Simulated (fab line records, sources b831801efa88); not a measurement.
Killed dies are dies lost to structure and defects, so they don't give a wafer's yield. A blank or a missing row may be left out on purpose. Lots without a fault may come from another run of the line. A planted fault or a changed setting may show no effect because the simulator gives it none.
fab line records | flow sky130
record lots=4 wafers=12 last_day=50
route steps=708 shown POLY_CUT@317 SD_P@320 RES_XHIGH@332 SD_N@342 PAD_OPEN@708
lots that met no fault: from a run of the same line without faults
start_h: hours from the record's first day to the start of the lot's first wafer shown | wait_h: hours since the lot's step before | " the same as in the row above | L1.1+2: a row that stands for several wafers | - no value, or no start given | * or withheld: withheld | < > ~ a bound
route shown NAME@n: a module of which the file shows steps, and the number in the route of the first | usual: mean/standard deviation of fault-free wafers | same: alike in all rows | chamber/n: place in a boat | sites: the reading at each site | _std_site: their standard deviation | _edge_site: outer sites' mean less inner sites' | radius_mm: how far each site lies from the wafer's centre | mask NAME#n: copy n | behind: the tool/chamber that last shaped the wafer | hold: why the lot was held/for how many hours/how that ended | device: the transistor (n, p or np) that didn't switch | end of line: the same wafers' tests at the end of the route | a step without rows: its recipe alone | killed: dies lost to structure and defects at the first sort, not the wafer's yield | map: a wafer's dies, x killed, . not, _ none there
set.NAME: the setting as run; set.NAME@STEP: as run at that earlier step | model.NAME: the simulator's own value behind a step, which no gauge read
lots at some steps of the route; a table a step, a row a wafer
services: from which hour (start_h, from the record's first day; less than 0 if before it) a tool's chamber was out of use, for how many hours, and why
## steps
# step SKY_POLY_CUT_ETCH_10
# recipe chemistry=N2/H2 target=BARC ion_energy_ev=200 source_w=500 bias_w=100 pressure_mtorr=30 n2_flow_sccm=100 h2_flow_sccm=200 stop_on=SiO2 time_s=45.9 target_depth_a=600
# step SKY_POLY_CUT_ETCH_11
# recipe target=Si3N4 chemistry=CF4/CH2F2/Ar stop_on=poly-Si source_w=600 bias_w=150 pressure_mtorr=40 cf4_flow_sccm=40 ch2f2_flow_sccm=20 Ar_flow_sccm=150 time_s=42.5 target_depth_a=600
# step SKY_POLY_CUT_STRIP_12
# recipe chemistry=O2/N2 power_w=1400 pressure_mtorr=1500 platen_temp_c=withheld o2_flow_sccm=3000 n2_flow_sccm=300 overash_fraction=0.5
# step SKY_SD_P_DEHYDRATE_00
# recipe temp_c=200 time_s=60
# step SKY_SD_P_HMDS_01
# recipe prime_time_s=60 prime_temp_c=120
# step SKY_SD_P_COAT_02
# recipe resist=NOVOLAK spin_rpm=3000 resist_thk_nm=1140
# step SKY_SD_P_SOFTBAKE_03
# recipe temp_c=90 time_s=60 resist=NOVOLAK
# step SKY_SD_P_EXPOSE_04
# recipe mask_id=PSDM na=0.6 source_shape=conventional sigma_outer=0.6 polarization=unpolarized target_cd_nm=380 dose_mj=138
# step SKY_SD_P_PEB_05
# recipe temp_c=withheld time_s=* resist=NOVOLAK
# step SKY_SD_P_DEVELOP_06
# recipe resist=NOVOLAK developer=TMAH develop_time_s=60 dev_temp_c=23
# step SKY_SD_P_IMPLANT_09
# recipe species=BF2 energy_kev=20 dose_cm2=2.931e+15 tilt_deg=0
# usual beam_energy_keV=20.001/0.0066
# columns lot.wafer tool chamber start_h wait_h beam_energy_keV model.implant.rp_nm model.implant.drp_nm
L157.1 implanter-02 0 641.28 0.0 17.823 16.17 8.985
L157.3 " 0 " " 17.826 16.17 8.985
L157.6 " 0 " " 17.820 16.17 8.985
L159.2 implanter-02 0 664.61 0.0 17.821 15.85 8.985
L159.3 " 0 " " 17.821 15.85 8.985
L159.5 " 0 " " 17.817 15.85 8.985
L170.2 implanter-01 0 734.45 0.0 20.000 18.23 9.746
L170.4 " 0 " " 20.004 18.23 9.746
L170.5 " 0 " " 20.010 18.23 9.746
L174.1 implanter-02 0 769.12 0.0 20.000 17.65 9.746
L174.3 " 0 " " 20.001 17.65 9.746
L174.5 " 0 " " 20.000 17.65 9.746
# step SKY_SD_P_STRIP_10
# recipe chemistry=O2/N2 power_w=1400 pressure_mtorr=1500 platen_temp_c=withheld o2_flow_sccm=3000 n2_flow_sccm=300 overash_fraction=0.5
# usual chamber_pressure_mTorr=1500.1/1.4 drypump_motor_current_A=5.7/0.34 oes_product_au=0.618/0.0044 strip_time_to_endpoint_s=17.41/0.045
# columns lot.wafer tool chamber start_h wait_h chamber_pressure_mTorr drypump_motor_current_A oes_product_au rf_hours_counter_h strip_time_to_endpoint_s
L157.1 plasma_asher-02 1 641.43 0.1 1501.8 6.2 0.624 83 17.09
L157.3 " 1 " " 1498.3 6.2 0.625 - 17.11
L157.6 " 0 " " 1498.9 5.3 0.627 - 17.11
L159.2 plasma_asher-02 0 664.74 0.1 1500.1 5.3 0.630 85 17.07
L159.3 " 0 " " 1501.0 5.3 0.625 - 17.05
L159.5 " 0 " " 1499.4 5.3 0.630 - 17.07
L170.2 plasma_asher-03 1 734.57 0.1 1497.1 5.3 0.629 58 17.47
L170.4 " 0 " " 1499.5 6.1 0.618 - 17.41
L170.5 " 0 " " 1500.9 6.0 0.619 - 17.43
L174.1 plasma_asher-02 0 769.27 0.1 1500.7 5.3 0.616 96 17.50
L174.3 " 0 " " 1499.0 5.3 0.618 - 17.43
L174.5 " 1 " " 1500.2 6.2 0.613 - 17.47
# step SKY_SD_P_TW_MEAS_11
# usual SD_P_TW=2791/28
# columns lot.wafer tool chamber start_h wait_h SD_P_TW
L157.1 film_metro-03 - 641.53 0.1 2704
L157.3 " - " " 2721
L157.6 " - " " 2710
L159.2 film_metro-04 - 664.85 0.1 2681
L159.3 " - " " 2678
L159.5 " - " " 2681
L170.2 film_metro-04 - 734.68 0.1 2779
L170.4 " - " " 2783
L170.5 " - " " 2781
L174.1 film_metro-03 - 769.37 0.1 2800
L174.3 " - " " 2807
L174.5 " - " " 2813
# step SKY_RES_XHIGH_DEHYDRATE_00
# recipe temp_c=200 time_s=60
# step SKY_RES_XHIGH_HMDS_01
# recipe prime_time_s=60 prime_temp_c=120
# step SKY_RES_XHIGH_COAT_02
# recipe resist=NOVOLAK spin_rpm=3000 resist_thk_nm=1140
# step SKY_RES_XHIGH_SOFTBAKE_03
# recipe temp_c=90 time_s=60 resist=NOVOLAK
# step SKY_RES_XHIGH_EXPOSE_04
# recipe mask_id=URPM na=0.6 source_shape=conventional sigma_outer=0.6 polarization=unpolarized target_cd_nm=1270 dose_mj=140
# step SKY_RES_XHIGH_PEB_05
# recipe temp_c=withheld time_s=* resist=NOVOLAK
# step SKY_RES_XHIGH_DEVELOP_06
# recipe resist=NOVOLAK developer=TMAH develop_time_s=60 dev_temp_c=23
# step SKY_RES_XHIGH_IMPLANT_07
# recipe species=BF2 energy_kev=19.79 dose_cm2=3.6e+14 tilt_deg=0
# step SKY_RES_XHIGH_STRIP_08
# recipe chemistry=O2/N2 power_w=1400 pressure_mtorr=1500 platen_temp_c=withheld o2_flow_sccm=3000 n2_flow_sccm=300 overash_fraction=0.5
# step SKY_SD_N_DEHYDRATE_00
# recipe temp_c=200 time_s=60
# step SKY_SD_N_HMDS_01
# recipe prime_time_s=60 prime_temp_c=120
# step SKY_SD_N_COAT_02
# recipe resist=NOVOLAK spin_rpm=3000 resist_thk_nm=1140
# step SKY_SD_N_SOFTBAKE_03
# recipe temp_c=90 time_s=60 resist=NOVOLAK
# step SKY_SD_N_EXPOSE_04
# recipe mask_id=NSDM na=0.6 source_shape=conventional sigma_outer=0.6 polarization=unpolarized target_cd_nm=380 dose_mj=141
# step SKY_SD_N_PEB_05
# recipe temp_c=withheld time_s=* resist=NOVOLAK
# step SKY_SD_N_DEVELOP_06
# recipe resist=NOVOLAK developer=TMAH develop_time_s=60 dev_temp_c=23
# step SKY_SD_N_IMPLANT_09
# recipe species=As energy_kev=50 dose_cm2=4e+15 tilt_deg=0
# step SKY_SD_N_IMPLANT_10
# recipe species=P energy_kev=20 dose_cm2=1e+14 tilt_deg=0
# step SKY_SD_N_STRIP_11
# recipe chemistry=O2/N2 power_w=1400 pressure_mtorr=1500 platen_temp_c=withheld o2_flow_sccm=3000 n2_flow_sccm=300 overash_fraction=0.5
# step SKY_SD_N_CLEAN_13
# recipe chemistry=SC1/SC2 mix=1:4:20 temp_c=70 time_s=150 dry=n2_spin
# step SKY_SD_N_RTA_14
# recipe temp_c=1075 time_s=2 idle_temp_c=650 ramp_up_c_per_s=150 ramp_down_c_per_s=90 ambient=N2
# step SKY_SD_N_RS_MEAS_17
# recipe thk_meas_gauge=four-point-probe
# usual SD_P_RS=147.39/0.29
# columns lot.wafer tool chamber start_h wait_h SD_P_RS[ohm/sq]
L157.1 film_metro-04 - 698.74 0.1 155.33
L157.3 " - " " 155.32
L157.6 " - " " 156.05
L159.2 film_metro-04 - 720.96 0.1 155.19
L159.3 " - " " 155.58
L159.5 " - " " 154.92
L170.2 film_metro-03 - 789.45 0.1 147.39
L170.4 " - " " 147.65
L170.5 " - " " 147.59
L174.1 film_metro-04 - 821.52 0.1 147.15
L174.3 " - " " 147.49
L174.5 " - " " 147.56
# step SKY_PAD_OPEN_PROBE_99
# usual killed_at_M0_to_M3=42/6.6 killed_at_M4_up=3.0/1.7 killed_at_contacts=24/5.3 killed_at_front_end=15/4.5 killed_at_other=0.2/0.49 killed_dies=83/9 killed_open=45/6.9 killed_short=38/5.8
# same gross_dies=492 killed_at_back_side=0
# columns lot.wafer tool chamber start_h wait_h killed_at_M0_to_M3 killed_at_M4_up killed_at_contacts killed_at_front_end killed_at_other killed_dies killed_open killed_short model.etest.res_pdiff.line_ohm_um model.etest.res_pdiff_hv.rs_ohm_sq model.etest.res_pdiff.rs_ohm_sq
L157.1 prober-02 - 1116.28 0.1 27 3 28 25 0 83 42 41 1401 204.1 206.9
L157.3 prober-02 - 1116.38 0.2 33 4 31 23 0 91 45 46 1392 202.2 205.8
L157.6 prober-02 - 1116.53 0.2 35 2 23 12 0 72 43 29 1448 201.8 206
L159.2 prober-01 - 1131.98 0.1 36 5 24 19 0 84 48 36 1463 201.9 208.8
L159.3 prober-01 - 1132.03 0.2 32 1 19 14 0 66 40 26 1441 203.4 209.9
L159.5 prober-01 - 1132.13 0.2 33 2 21 20 0 76 44 32 1401 201.7 208.6
L170.2 prober-02 - 1186.05 0.1 50 5 31 14 0 100 52 45 1380 188.6 195.5
L170.4 prober-02 - 1186.15 0.2 39 4 26 19 1 89 46 41 1365 187.1 194.5
L170.5 prober-02 - 1186.20 0.2 42 4 20 9 1 76 42 33 1376 188.2 193.9
L174.1 prober-02 - 1195.91 0.1 38 2 29 18 0 87 52 34 1360 193.7 199.4
L174.3 prober-02 - 1196.01 0.2 39 4 23 17 0 83 46 37 1356 192.3 196.8
L174.5 prober-02 - 1196.11 0.2 38 5 24 20 0 87 44 43 1361 192.5 197.3
# killed by level:class
L157.1 LI_CONTACT:geometric_particle:open=7 CONTACT:geometric_particle:open=7 CONTACT:geometric_particle:short=7 VIA3:geometric_particle:open=7 POLY_GATE:geometric_particle:short=5 POLY_GATE:geometric_particle:open=5 VIA2:geometric_particle:open=5 FIELD_ISO:geometric_particle:short=4
L157.3 CONTACT:geometric_particle:open=10 VIA1:geometric_particle:open=9 METAL2:geometric_particle:short=8 LI_CONTACT:geometric_particle:open=7 CONTACT:geometric_particle:short=5 FIELD_ISO:geometric_particle:short=4 VIA2:geometric_particle:open=4 LOCAL_INTERCONNECT:geometric_particle:short=4
L157.6 CONTACT:geometric_particle:open=9 VIA2:geometric_particle:open=8 VIA1:geometric_particle:open=8 LOCAL_INTERCONNECT:geometric_particle:short=6 FIELD_ISO:geometric_particle:open=5 VIA3:geometric_particle:open=5 LI_CONTACT:geometric_particle:open=4 METAL1:geometric_particle:short=4
L159.2 VIA1:geometric_particle:open=9 FIELD_ISO:geometric_particle:open=8 LI_CONTACT:geometric_particle:open=7 POLY_GATE:geometric_particle:short=6 VIA3:geometric_particle:open=6 CONTACT:geometric_particle:short=5 CONTACT:geometric_particle:open=5 METAL1:geometric_particle:short=4
L159.3 VIA1:geometric_particle:open=11 CONTACT:geometric_particle:open=8 POLY_GATE:geometric_particle:short=6 VIA2:geometric_particle:open=6 LI_CONTACT:geometric_particle:open=5 CONTACT:geometric_particle:short=5 METAL1:geometric_particle:short=5 POLY_GATE:geometric_particle:open=3
L159.5 VIA1:geometric_particle:open=13 CONTACT:geometric_particle:open=9 FIELD_ISO:geometric_particle:open=5 FIELD_ISO:geometric_particle:short=5 POLY_GATE:geometric_particle:short=5 LI_CONTACT:geometric_particle:open=4 VIA2:geometric_particle:open=4 LI_CONTACT:geometric_particle:short=3
L170.2 CONTACT:geometric_particle:open=12 VIA3:geometric_particle:open=10 METAL2:geometric_particle:short=9 METAL1:geometric_particle:short=7 VIA1:geometric_particle:open=7 LI_CONTACT:geometric_particle:open=6 CONTACT:geometric_particle:short=6 FIELD_ISO:geometric_particle:open=5
L170.4 VIA1:geometric_particle:open=13 CONTACT:geometric_particle:open=10 FIELD_ISO:geometric_particle:short=4 LOCAL_INTERCONNECT:geometric_particle:short=4 POLY_GATE:geometric_particle:open=4 LI_CONTACT:geometric_particle:short=4 METAL1:geometric_particle:short=4 METAL2:geometric_particle:short=4
L170.5 VIA1:geometric_particle:open=10 CONTACT:geometric_particle:open=8 VIA3:geometric_particle:open=7 LI_CONTACT:geometric_particle:open=6 METAL1:geometric_particle:short=5 METAL2:geometric_particle:short=4 VIA1:geometric_particle:short=4 VIA2:geometric_particle:short=4
L174.1 LI_CONTACT:geometric_particle:open=12 CONTACT:geometric_particle:open=9 VIA1:geometric_particle:open=9 FIELD_ISO:geometric_particle:open=7 VIA3:geometric_particle:open=7 VIA1:geometric_particle:short=6 FIELD_ISO:geometric_particle:short=5 LOCAL_INTERCONNECT:geometric_particle:short=4
L174.3 VIA2:geometric_particle:open=10 FIELD_ISO:geometric_particle:short=8 VIA1:geometric_particle:open=8 FIELD_ISO:geometric_particle:open=7 CONTACT:geometric_particle:short=6 CONTACT:geometric_particle:open=6 VIA3:geometric_particle:open=6 LI_CONTACT:geometric_particle:open=5
L174.5 LI_CONTACT:geometric_particle:open=11 VIA3:geometric_particle:open=9 METAL2:geometric_particle:short=9 FIELD_ISO:geometric_particle:short=7 FIELD_ISO:geometric_particle:open=6 VIA1:geometric_particle:open=6 LOCAL_INTERCONNECT:geometric_particle:short=5 METAL4:geometric_particle:short=5
## services
# columns tool chamber start_h hours kind
plasma_asher-02 - 656.07 0.8 repair
implanter-01 - 682.98 12.2 pm
implanter-02 - 714.38 2.7 repair
## key
first_sign step=SKY_SD_P_IMPLANT_09 reading=beam_energy_keV direction=down sigmas=99+ usual=* struck=*
effect step=SKY_SD_P_STRIP_10 reading=strip_time_to_endpoint_s direction=down sigmas=7.3 usual=* struck=*
effect step=SKY_SD_P_TW_MEAS_11 reading=SD_P_TW direction=down sigmas=3.3 usual=2791 struck=2696
effect step=SKY_SD_N_RS_MEAS_17 reading=SD_P_RS direction=up sigmas=28 usual=147.39 struck=155.40
model_effect step=SKY_SD_P_IMPLANT_09 value=implant.rp_nm without=17.53 struck=16.01
model_effect step=SKY_PAD_OPEN_PROBE_99 value=etest.res_pdiff.line_ohm_um without=1365 struck=1425
met_at SKY_SD_P_IMPLANT_09
struck_wafers L157.1,L157.3,L157.6,L159.2,L159.3,L159.5
tester_left_out L157,L159
fault kind=process_parameter_drift tool=implanter-02 chamber=- onset_h=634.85 steps=SKY_SD_P_IMPLANT_09 channel=energy_kev offset=* shape=step end_h=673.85 acts_in=* stated=*
# tester_left_out: of these lots the tester's yield and bins aren't shown, on N5 and GAA mostly nor the transistor test; their killed dies are dies lost to structure and defects alone, not to doping, threshold or leakage, so they don't give the yield
